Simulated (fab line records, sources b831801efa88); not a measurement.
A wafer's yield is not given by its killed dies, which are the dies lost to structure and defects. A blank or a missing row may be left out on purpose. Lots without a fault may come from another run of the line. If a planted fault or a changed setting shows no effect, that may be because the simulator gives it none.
Which of the tools did it? || flow gf180mcu || 24 lots, 72 wafers sampled, at 5 steps of a route of 602

WHAT THE GAUGES SHOWED, per wafer
GF_V4_THK_MEAS_01. Usual: V4_CVD_00_THK 599 nm, standard deviation 5.5.
{"lot": "L074", "measured": "day 23 09:02", "on": "film_metro-01", "V4_CVD_00_THK (nm)": "605 611 602", "flag": ""}
{"lot": "L075", "measured": "day 23 19:12", "on": "film_metro-02", "V4_CVD_00_THK (nm)": "597 598 599", "flag": ""}
{"lot": "L076", "measured": "day 24 08:11", "on": "film_metro-02", "V4_CVD_00_THK (nm)": "597 596 591", "flag": ""}
{"lot": "L077", "measured": "day 24 11:37", "on": "film_metro-03", "V4_CVD_00_THK (nm)": "603 607 603", "flag": ""}
{"lot": "L078", "measured": "day 24 23:50", "on": "film_metro-03", "V4_CVD_00_THK (nm)": "602 600 602", "flag": ""}
{"lot": "L079", "measured": "day 25 04:16", "on": "film_metro-02", "V4_CVD_00_THK (nm)": "608 608 607", "flag": ""}
{"lot": "L080", "measured": "day 25 13:22", "on": "film_metro-02", "V4_CVD_00_THK (nm)": "602 607 596", "flag": ""}
{"lot": "L081", "measured": "day 26 10:57", "on": "film_metro-03", "V4_CVD_00_THK (nm)": "589 596 593", "flag": ""}
{"lot": "L082", "measured": "day 26 13:00", "on": "film_metro-02", "V4_CVD_00_THK (nm)": "594 592 594", "flag": ""}
{"lot": "L083", "measured": "day 26 18:01", "on": "film_metro-01", "V4_CVD_00_THK (nm)": "595 593 601", "flag": ""}
{"lot": "L084", "measured": "day 27 05:24", "on": "film_metro-02", "V4_CVD_00_THK (nm)": "606 599 604", "flag": ""}
{"lot": "L085", "measured": "day 27 16:12", "on": "film_metro-03", "V4_CVD_00_THK (nm)": "596 601 593", "flag": ""}
{"lot": "L086", "measured": "day 27 15:34", "on": "film_metro-01", "V4_CVD_00_THK (nm)": "597 595 592", "flag": ""}
{"lot": "L087", "measured": "day 28 01:26", "on": "film_metro-03", "V4_CVD_00_THK (nm)": "600 602 601", "flag": ""}
{"lot": "L088", "measured": "day 28 07:42", "on": "film_metro-03", "V4_CVD_00_THK (nm)": "597 605 587", "flag": ""}
{"lot": "L090", "measured": "day 28 17:15", "on": "film_metro-03", "V4_CVD_00_THK (nm)": "604 596 610", "flag": ""}
{"lot": "L089", "measured": "day 28 18:40", "on": "film_metro-02", "V4_CVD_00_THK (nm)": "600 592 596", "flag": ""}
{"lot": "L091", "measured": "day 28 23:13", "on": "film_metro-01", "V4_CVD_00_THK (nm)": "598 600 603", "flag": ""}
{"lot": "L092", "measured": "day 29 06:56", "on": "film_metro-02", "V4_CVD_00_THK (nm)": "599 610 592", "flag": ""}
{"lot": "L093", "measured": "day 29 11:30", "on": "film_metro-01", "V4_CVD_00_THK (nm)": "588 595 591", "flag": ""}
{"lot": "L094", "measured": "day 29 21:34", "on": "film_metro-03", "V4_CVD_00_THK (nm)": "592 600 598", "flag": ""}
{"lot": "L095", "measured": "day 30 02:09", "on": "film_metro-03", "V4_CVD_00_THK (nm)": "598 601 600", "flag": ""}
{"lot": "L096", "measured": "day 30 07:37", "on": "film_metro-02", "V4_CVD_00_THK (nm)": "602 594 596", "flag": ""}
{"lot": "L097", "measured": "day 30 14:39", "on": "film_metro-02", "V4_CVD_00_THK (nm)": "602 607 607", "flag": ""}

TOOL THAT RAN EACH LOT (tool first, then ch and the chambers of the sampled wafers, then the start)
{"lot": "L074", "GF_HV_LDD_RTA_52": "rtp_anneal-02 ch 0, day 12 06:13", "GF_M1_SPUTTER_04": "pvd_sputter-04, day 16 00:41", "GF_V1_SPUTTER_21": "pvd_sputter-01, day 18 01:29", "GF_M2_SPUTTER_00": "pvd_sputter-04, day 18 02:11"}
{"lot": "L075", "GF_HV_LDD_RTA_52": "rtp_anneal-01 ch 0, day 12 16:11", "GF_M1_SPUTTER_04": "pvd_sputter-03, day 16 12:03", "GF_V1_SPUTTER_21": "pvd_sputter-03, day 18 12:43", "GF_M2_SPUTTER_00": "pvd_sputter-01, day 18 13:24"}
{"lot": "L076", "GF_HV_LDD_RTA_52": "rtp_anneal-01 ch 0, day 13 02:38", "GF_M1_SPUTTER_04": "pvd_sputter-02, day 17 00:29", "GF_V1_SPUTTER_21": "pvd_sputter-01, day 19 02:23", "GF_M2_SPUTTER_00": "pvd_sputter-03, day 19 03:04"}
{"lot": "L077", "GF_HV_LDD_RTA_52": "rtp_anneal-02 ch 0, day 13 07:02", "GF_M1_SPUTTER_04": "pvd_sputter-02, day 17 04:38", "GF_V1_SPUTTER_21": "pvd_sputter-03, day 19 06:14", "GF_M2_SPUTTER_00": "pvd_sputter-04, day 19 06:56"}
{"lot": "L078", "GF_HV_LDD_RTA_52": "rtp_anneal-02 ch 0, day 13 18:32", "GF_M1_SPUTTER_04": "pvd_sputter-03, day 17 17:14", "GF_V1_SPUTTER_21": "pvd_sputter-02, day 19 19:43", "GF_M2_SPUTTER_00": "pvd_sputter-03, day 19 20:25"}
{"lot": "L079", "GF_HV_LDD_RTA_52": "rtp_anneal-01 ch 0, day 14 01:08", "GF_M1_SPUTTER_04": "pvd_sputter-02, day 18 00:08", "GF_V1_SPUTTER_21": "pvd_sputter-01, day 20 02:13", "GF_M2_SPUTTER_00": "pvd_sputter-01, day 20 02:55"}
{"lot": "L080", "GF_HV_LDD_RTA_52": "rtp_anneal-02 ch 0, day 14 07:07", "GF_M1_SPUTTER_04": "pvd_sputter-04, day 18 07:59", "GF_V1_SPUTTER_21": "pvd_sputter-02, day 20 10:52", "GF_M2_SPUTTER_00": "pvd_sputter-01, day 20 11:34"}
{"lot": "L081", "GF_HV_LDD_RTA_52": "rtp_anneal-01 ch 0, day 15 04:35", "GF_M1_SPUTTER_04": "pvd_sputter-03, day 19 08:51", "GF_V1_SPUTTER_21": "pvd_sputter-02, day 21 11:55", "GF_M2_SPUTTER_00": "pvd_sputter-04, day 21 12:37"}
{"lot": "L082", "GF_HV_LDD_RTA_52": "rtp_anneal-02 ch 0, day 15 05:29", "GF_M1_SPUTTER_04": "pvd_sputter-02, day 19 11:02", "GF_V1_SPUTTER_21": "pvd_sputter-03, day 21 13:55", "GF_M2_SPUTTER_00": "pvd_sputter-04, day 21 14:37"}
{"lot": "L083", "GF_HV_LDD_RTA_52": "rtp_anneal-02 ch 0, day 15 13:26", "GF_M1_SPUTTER_04": "pvd_sputter-04, day 19 18:08", "GF_V1_SPUTTER_21": "pvd_sputter-01, day 21 20:03", "GF_M2_SPUTTER_00": "pvd_sputter-03, day 21 20:44"}
{"lot": "L084", "GF_HV_LDD_RTA_52": "rtp_anneal-01 ch 0, day 16 00:56", "GF_M1_SPUTTER_04": "pvd_sputter-03, day 20 07:30", "GF_V1_SPUTTER_21": "pvd_sputter-03, day 22 08:53", "GF_M2_SPUTTER_00": "pvd_sputter-01, day 22 09:34"}
{"lot": "L085", "GF_HV_LDD_RTA_52": "rtp_anneal-02 ch 0, day 16 12:23", "GF_M1_SPUTTER_04": "pvd_sputter-04, day 20 20:17", "GF_V1_SPUTTER_21": "pvd_sputter-01, day 22 21:34", "GF_M2_SPUTTER_00": "pvd_sputter-01, day 22 22:16"}
{"lot": "L086", "GF_HV_LDD_RTA_52": "rtp_anneal-02 ch 0, day 16 13:23", "GF_M1_SPUTTER_04": "pvd_sputter-03, day 20 19:37", "GF_V1_SPUTTER_21": "pvd_sputter-02, day 22 21:08", "GF_M2_SPUTTER_00": "pvd_sputter-04, day 22 21:49"}
{"lot": "L087", "GF_HV_LDD_RTA_52": "rtp_anneal-01 ch 0, day 16 22:55", "GF_M1_SPUTTER_04": "pvd_sputter-03, day 21 06:18", "GF_V1_SPUTTER_21": "pvd_sputter-02, day 23 07:22", "GF_M2_SPUTTER_00": "pvd_sputter-04, day 23 08:04"}
{"lot": "L088", "GF_HV_LDD_RTA_52": "rtp_anneal-01 ch 0, day 17 06:31", "GF_M1_SPUTTER_04": "pvd_sputter-02, day 21 14:46", "GF_V1_SPUTTER_21": "pvd_sputter-01, day 23 15:04", "GF_M2_SPUTTER_00": "pvd_sputter-03, day 23 15:45"}
{"lot": "L090", "GF_HV_LDD_RTA_52": "rtp_anneal-02 ch 0, day 17 19:59", "GF_M1_SPUTTER_04": "pvd_sputter-04, day 22 01:56", "GF_V1_SPUTTER_21": "pvd_sputter-02, day 24 01:00", "GF_M2_SPUTTER_00": "pvd_sputter-03, day 24 01:41"}
{"lot": "L089", "GF_HV_LDD_RTA_52": "rtp_anneal-01 ch 0, day 17 20:53", "GF_M1_SPUTTER_04": "pvd_sputter-04, day 22 03:29", "GF_V1_SPUTTER_21": "pvd_sputter-01, day 24 02:56", "GF_M2_SPUTTER_00": "pvd_sputter-03, day 24 03:38"}
{"lot": "L091", "GF_HV_LDD_RTA_52": "rtp_anneal-02 ch 0, day 18 03:35", "GF_M1_SPUTTER_04": "pvd_sputter-03, day 22 10:46", "GF_V1_SPUTTER_21": "pvd_sputter-01, day 24 09:37", "GF_M2_SPUTTER_00": "pvd_sputter-03, day 24 10:19"}
{"lot": "L092", "GF_HV_LDD_RTA_52": "rtp_anneal-02 ch 0, day 18 09:57", "GF_M1_SPUTTER_04": "pvd_sputter-02, day 22 16:48", "GF_V1_SPUTTER_21": "pvd_sputter-02, day 24 16:16", "GF_M2_SPUTTER_00": "pvd_sputter-04, day 24 16:57"}
{"lot": "L093", "GF_HV_LDD_RTA_52": "rtp_anneal-02 ch 0, day 18 17:26", "GF_M1_SPUTTER_04": "pvd_sputter-03, day 22 23:44", "GF_V1_SPUTTER_21": "pvd_sputter-02, day 24 22:47", "GF_M2_SPUTTER_00": "pvd_sputter-03, day 24 23:29"}
{"lot": "L094", "GF_HV_LDD_RTA_52": "rtp_anneal-02 ch 0, day 19 05:35", "GF_M1_SPUTTER_04": "pvd_sputter-03, day 23 11:41", "GF_V1_SPUTTER_21": "pvd_sputter-03, day 25 09:56", "GF_M2_SPUTTER_00": "pvd_sputter-01, day 25 10:38"}
{"lot": "L095", "GF_HV_LDD_RTA_52": "rtp_anneal-01 ch 0, day 19 11:38", "GF_M1_SPUTTER_04": "pvd_sputter-03, day 23 17:01", "GF_V1_SPUTTER_21": "pvd_sputter-02, day 25 14:58", "GF_M2_SPUTTER_00": "pvd_sputter-03, day 25 15:39"}
{"lot": "L096", "GF_HV_LDD_RTA_52": "rtp_anneal-02 ch 0, day 19 18:41", "GF_M1_SPUTTER_04": "pvd_sputter-02, day 23 23:35", "GF_V1_SPUTTER_21": "pvd_sputter-01, day 25 21:41", "GF_M2_SPUTTER_00": "pvd_sputter-01, day 25 22:23"}
{"lot": "L097", "GF_HV_LDD_RTA_52": "rtp_anneal-01 ch 0, day 20 04:35", "GF_M1_SPUTTER_04": "pvd_sputter-03, day 24 09:23", "GF_V1_SPUTTER_21": "pvd_sputter-03, day 26 06:45", "GF_M2_SPUTTER_00": "pvd_sputter-03, day 26 07:27"}
- GF_HV_LDD_RTA_52: time 10 s.
- GF_M1_SPUTTER_04: material TiN, target thk 50 nm, time 41.7 s.
- GF_V1_SPUTTER_21: material Ti, target thk 15 nm, time 80.02 s.
- GF_M2_SPUTTER_00: material Ti, target thk 37.5 nm, time 150 s.

AS READ BY THE TOOLS THEMSELVES (means over the sampled wafers that have a number; for cases with no such wafer, the mark the record gives instead)
GF_HV_LDD_RTA_52. Usual: chamber_o2_ppm 1.997, standard deviation 0.023; lamp_power_pct 32 %, standard deviation 3.9; wafer_temp_C_max 1002.8, standard deviation 0.79.
{"lot": "L074", "tool": "rtp_anneal-02", "chamber_o2_ppm": 1.999, "lamp_power_pct (%)": 29, "wafer_temp_C_max": 1002.7, "flag": ""}
{"lot": "L075", "tool": "rtp_anneal-01", "chamber_o2_ppm": 1.976, "lamp_power_pct (%)": 37, "wafer_temp_C_max": 1003.3, "flag": ""}
{"lot": "L076", "tool": "rtp_anneal-01", "chamber_o2_ppm": 2.002, "lamp_power_pct (%)": 37, "wafer_temp_C_max": 1003.3, "flag": ""}
{"lot": "L077", "tool": "rtp_anneal-02", "chamber_o2_ppm": 1.997, "lamp_power_pct (%)": 29, "wafer_temp_C_max": 1003.5, "flag": ""}
{"lot": "L078", "tool": "rtp_anneal-02", "chamber_o2_ppm": 1.986, "lamp_power_pct (%)": 29, "wafer_temp_C_max": 1001.6, "flag": ""}
{"lot": "L079", "tool": "rtp_anneal-01", "chamber_o2_ppm": 1.979, "lamp_power_pct (%)": 37, "wafer_temp_C_max": 1003.0, "flag": ""}
{"lot": "L080", "tool": "rtp_anneal-02", "chamber_o2_ppm": 2.032, "lamp_power_pct (%)": 29, "wafer_temp_C_max": 1002.1, "flag": ""}
{"lot": "L081", "tool": "rtp_anneal-01", "chamber_o2_ppm": 2.006, "lamp_power_pct (%)": 37, "wafer_temp_C_max": 1003.2, "flag": ""}
{"lot": "L082", "tool": "rtp_anneal-02", "chamber_o2_ppm": 1.991, "lamp_power_pct (%)": 29, "wafer_temp_C_max": 1002.8, "flag": ""}
{"lot": "L083", "tool": "rtp_anneal-02", "chamber_o2_ppm": 2.030, "lamp_power_pct (%)": 29, "wafer_temp_C_max": 1002.9, "flag": ""}
{"lot": "L084", "tool": "rtp_anneal-01", "chamber_o2_ppm": 2.005, "lamp_power_pct (%)": 37, "wafer_temp_C_max": 1003.0, "flag": ""}
{"lot": "L085", "tool": "rtp_anneal-02", "chamber_o2_ppm": 1.993, "lamp_power_pct (%)": 29, "wafer_temp_C_max": 1002.3, "flag": ""}
{"lot": "L086", "tool": "rtp_anneal-02", "chamber_o2_ppm": 2.012, "lamp_power_pct (%)": 29, "wafer_temp_C_max": 1002.2, "flag": ""}
{"lot": "L087", "tool": "rtp_anneal-01", "chamber_o2_ppm": 2.016, "lamp_power_pct (%)": 37, "wafer_temp_C_max": 1003.2, "flag": ""}
{"lot": "L088", "tool": "rtp_anneal-01", "chamber_o2_ppm": 1.997, "lamp_power_pct (%)": 37, "wafer_temp_C_max": 1004.0, "flag": ""}
{"lot": "L090", "tool": "rtp_anneal-02", "chamber_o2_ppm": 1.957, "lamp_power_pct (%)": 29, "wafer_temp_C_max": 1002.9, "flag": ""}
{"lot": "L089", "tool": "rtp_anneal-01", "chamber_o2_ppm": 1.963, "lamp_power_pct (%)": 37, "wafer_temp_C_max": 1003.7, "flag": ""}
{"lot": "L091", "tool": "rtp_anneal-02", "chamber_o2_ppm": 1.985, "lamp_power_pct (%)": 29, "wafer_temp_C_max": 1002.5, "flag": ""}
{"lot": "L092", "tool": "rtp_anneal-02", "chamber_o2_ppm": 2.004, "lamp_power_pct (%)": 29, "wafer_temp_C_max": 1001.9, "flag": ""}
{"lot": "L093", "tool": "rtp_anneal-02", "chamber_o2_ppm": 1.961, "lamp_power_pct (%)": 29, "wafer_temp_C_max": 1002.6, "flag": ""}
{"lot": "L094", "tool": "rtp_anneal-02", "chamber_o2_ppm": 2.001, "lamp_power_pct (%)": 29, "wafer_temp_C_max": 1002.3, "flag": ""}
{"lot": "L095", "tool": "rtp_anneal-01", "chamber_o2_ppm": 2.010, "lamp_power_pct (%)": 37, "wafer_temp_C_max": 1004.0, "flag": ""}
{"lot": "L096", "tool": "rtp_anneal-02", "chamber_o2_ppm": 2.017, "lamp_power_pct (%)": 29, "wafer_temp_C_max": 1002.5, "flag": ""}
{"lot": "L097", "tool": "rtp_anneal-01", "chamber_o2_ppm": 2.001, "lamp_power_pct (%)": 37, "wafer_temp_C_max": 1003.7, "flag": ""}

GF_M1_SPUTTER_04. Usual: 29.5 % for throttle_valve_pct, sd 1.1.
{"lot": "L074", "tool": "pvd_sputter-04", "throttle_valve_pct (%)": 29.9, "flag": ""}
{"lot": "L075", "tool": "pvd_sputter-03", "throttle_valve_pct (%)": 29.7, "flag": ""}
{"lot": "L076", "tool": "pvd_sputter-02", "throttle_valve_pct (%)": 29.1, "flag": ""}
{"lot": "L077", "tool": "pvd_sputter-02", "throttle_valve_pct (%)": 29.1, "flag": ""}
{"lot": "L078", "tool": "pvd_sputter-03", "throttle_valve_pct (%)": 29.9, "flag": ""}
{"lot": "L079", "tool": "pvd_sputter-02", "throttle_valve_pct (%)": 28.7, "flag": ""}
{"lot": "L080", "tool": "pvd_sputter-04", "throttle_valve_pct (%)": 29.9, "flag": ""}
{"lot": "L081", "tool": "pvd_sputter-03", "throttle_valve_pct (%)": 30.4, "flag": ""}
{"lot": "L082", "tool": "pvd_sputter-02", "throttle_valve_pct (%)": 29.5, "flag": ""}
{"lot": "L083", "tool": "pvd_sputter-04", "throttle_valve_pct (%)": 29.4, "flag": ""}
{"lot": "L084", "tool": "pvd_sputter-03", "throttle_valve_pct (%)": 28.4, "flag": ""}
{"lot": "L085", "tool": "pvd_sputter-04", "throttle_valve_pct (%)": 29.6, "flag": ""}
{"lot": "L086", "tool": "pvd_sputter-03", "throttle_valve_pct (%)": 29.4, "flag": ""}
{"lot": "L087", "tool": "pvd_sputter-03", "throttle_valve_pct (%)": 30.4, "flag": ""}
{"lot": "L088", "tool": "pvd_sputter-02", "throttle_valve_pct (%)": 29.0, "flag": ""}
{"lot": "L090", "tool": "pvd_sputter-04", "throttle_valve_pct (%)": 29.7, "flag": ""}
{"lot": "L089", "tool": "pvd_sputter-04", "throttle_valve_pct (%)": 29.7, "flag": ""}
{"lot": "L091", "tool": "pvd_sputter-03", "throttle_valve_pct (%)": 30.1, "flag": ""}
{"lot": "L092", "tool": "pvd_sputter-02", "throttle_valve_pct (%)": 29.4, "flag": ""}
{"lot": "L093", "tool": "pvd_sputter-03", "throttle_valve_pct (%)": 29.1, "flag": ""}
{"lot": "L094", "tool": "pvd_sputter-03", "throttle_valve_pct (%)": 29.0, "flag": ""}
{"lot": "L095", "tool": "pvd_sputter-03", "throttle_valve_pct (%)": 29.8, "flag": ""}
{"lot": "L096", "tool": "pvd_sputter-02", "throttle_valve_pct (%)": 29.6, "flag": ""}
{"lot": "L097", "tool": "pvd_sputter-03", "throttle_valve_pct (%)": 29.1, "flag": ""}

GF_V1_SPUTTER_21. Usual: 29.7 % for throttle_valve_pct, sd 0.99.
{"lot": "L074", "tool": "pvd_sputter-01", "throttle_valve_pct (%)": 30.3, "flag": ""}
{"lot": "L075", "tool": "pvd_sputter-03", "throttle_valve_pct (%)": 29.5, "flag": ""}
{"lot": "L076", "tool": "pvd_sputter-01", "throttle_valve_pct (%)": 29.6, "flag": ""}
{"lot": "L077", "tool": "pvd_sputter-03", "throttle_valve_pct (%)": 28.9, "flag": ""}
{"lot": "L078", "tool": "pvd_sputter-02", "throttle_valve_pct (%)": 29.6, "flag": ""}
{"lot": "L079", "tool": "pvd_sputter-01", "throttle_valve_pct (%)": 29.7, "flag": ""}
{"lot": "L080", "tool": "pvd_sputter-02", "throttle_valve_pct (%)": 29.4, "flag": ""}
{"lot": "L081", "tool": "pvd_sputter-02", "throttle_valve_pct (%)": 29.4, "flag": ""}
{"lot": "L082", "tool": "pvd_sputter-03", "throttle_valve_pct (%)": 29.9, "flag": ""}
{"lot": "L083", "tool": "pvd_sputter-01", "throttle_valve_pct (%)": 30.8, "flag": ""}
{"lot": "L084", "tool": "pvd_sputter-03", "throttle_valve_pct (%)": 31.3, "flag": ""}
{"lot": "L085", "tool": "pvd_sputter-01", "throttle_valve_pct (%)": 29.5, "flag": ""}
{"lot": "L086", "tool": "pvd_sputter-02", "throttle_valve_pct (%)": 29.6, "flag": ""}
{"lot": "L087", "tool": "pvd_sputter-02", "throttle_valve_pct (%)": 29.4, "flag": ""}
{"lot": "L088", "tool": "pvd_sputter-01", "throttle_valve_pct (%)": 30.4, "flag": ""}
{"lot": "L090", "tool": "pvd_sputter-02", "throttle_valve_pct (%)": 29.2, "flag": ""}
{"lot": "L089", "tool": "pvd_sputter-01", "throttle_valve_pct (%)": 29.5, "flag": ""}
{"lot": "L091", "tool": "pvd_sputter-01", "throttle_valve_pct (%)": 29.9, "flag": ""}
{"lot": "L092", "tool": "pvd_sputter-02", "throttle_valve_pct (%)": 29.5, "flag": ""}
{"lot": "L093", "tool": "pvd_sputter-02", "throttle_valve_pct (%)": 29.2, "flag": ""}
{"lot": "L094", "tool": "pvd_sputter-03", "throttle_valve_pct (%)": 29.1, "flag": ""}
{"lot": "L095", "tool": "pvd_sputter-02", "throttle_valve_pct (%)": 29.1, "flag": ""}
{"lot": "L096", "tool": "pvd_sputter-01", "throttle_valve_pct (%)": 30.2, "flag": ""}
{"lot": "L097", "tool": "pvd_sputter-03", "throttle_valve_pct (%)": 29.1, "flag": ""}

GF_M2_SPUTTER_00. Usual: 29.7 % for throttle_valve_pct, sd 1.
{"lot": "L074", "tool": "pvd_sputter-04", "throttle_valve_pct (%)": 29.3, "flag": ""}
{"lot": "L075", "tool": "pvd_sputter-01", "throttle_valve_pct (%)": 29.5, "flag": ""}
{"lot": "L076", "tool": "pvd_sputter-03", "throttle_valve_pct (%)": 29.2, "flag": ""}
{"lot": "L077", "tool": "pvd_sputter-04", "throttle_valve_pct (%)": 29.7, "flag": ""}
{"lot": "L078", "tool": "pvd_sputter-03", "throttle_valve_pct (%)": 29.6, "flag": ""}
{"lot": "L079", "tool": "pvd_sputter-01", "throttle_valve_pct (%)": 29.8, "flag": ""}
{"lot": "L080", "tool": "pvd_sputter-01", "throttle_valve_pct (%)": 29.5, "flag": ""}
{"lot": "L081", "tool": "pvd_sputter-04", "throttle_valve_pct (%)": 29.4, "flag": ""}
{"lot": "L082", "tool": "pvd_sputter-04", "throttle_valve_pct (%)": 29.5, "flag": ""}
{"lot": "L083", "tool": "pvd_sputter-03", "throttle_valve_pct (%)": 30.1, "flag": ""}
{"lot": "L084", "tool": "pvd_sputter-01", "throttle_valve_pct (%)": 29.9, "flag": ""}
{"lot": "L085", "tool": "pvd_sputter-01", "throttle_valve_pct (%)": 30.1, "flag": ""}
{"lot": "L086", "tool": "pvd_sputter-04", "throttle_valve_pct (%)": 29.7, "flag": ""}
{"lot": "L087", "tool": "pvd_sputter-04", "throttle_valve_pct (%)": 29.6, "flag": ""}
{"lot": "L088", "tool": "pvd_sputter-03", "throttle_valve_pct (%)": 29.6, "flag": ""}
{"lot": "L090", "tool": "pvd_sputter-03", "throttle_valve_pct (%)": 30.5, "flag": ""}
{"lot": "L089", "tool": "pvd_sputter-03", "throttle_valve_pct (%)": 29.9, "flag": ""}
{"lot": "L091", "tool": "pvd_sputter-03", "throttle_valve_pct (%)": 30.4, "flag": ""}
{"lot": "L092", "tool": "pvd_sputter-04", "throttle_valve_pct (%)": 29.6, "flag": ""}
{"lot": "L093", "tool": "pvd_sputter-03", "throttle_valve_pct (%)": 29.1, "flag": ""}
{"lot": "L094", "tool": "pvd_sputter-01", "throttle_valve_pct (%)": 30.0, "flag": ""}
{"lot": "L095", "tool": "pvd_sputter-03", "throttle_valve_pct (%)": 29.7, "flag": ""}
{"lot": "L096", "tool": "pvd_sputter-01", "throttle_valve_pct (%)": 29.1, "flag": ""}
{"lot": "L097", "tool": "pvd_sputter-03", "throttle_valve_pct (%)": 29.1, "flag": ""}

THE ANSWER, worked out from the rows above alone
Rule: a lot is off if the mean of its wafers that have a number lies more than 3 standard deviations from the usual mean. Also off: a lot with no number at a reading for which 4 or more lots have one. The other lots that the step has rows for count as sound. After the gauges, taken in route order, come the tools' own readings; for these a lot's mean is taken, as printed above. At the first step where some lot is off, the reading lying furthest off is the one used; lots without a number count as furthest.
Nothing can be told from this: no lot is off at any reading shown.

WHAT WAS PUT IN BY THE SIMULATOR
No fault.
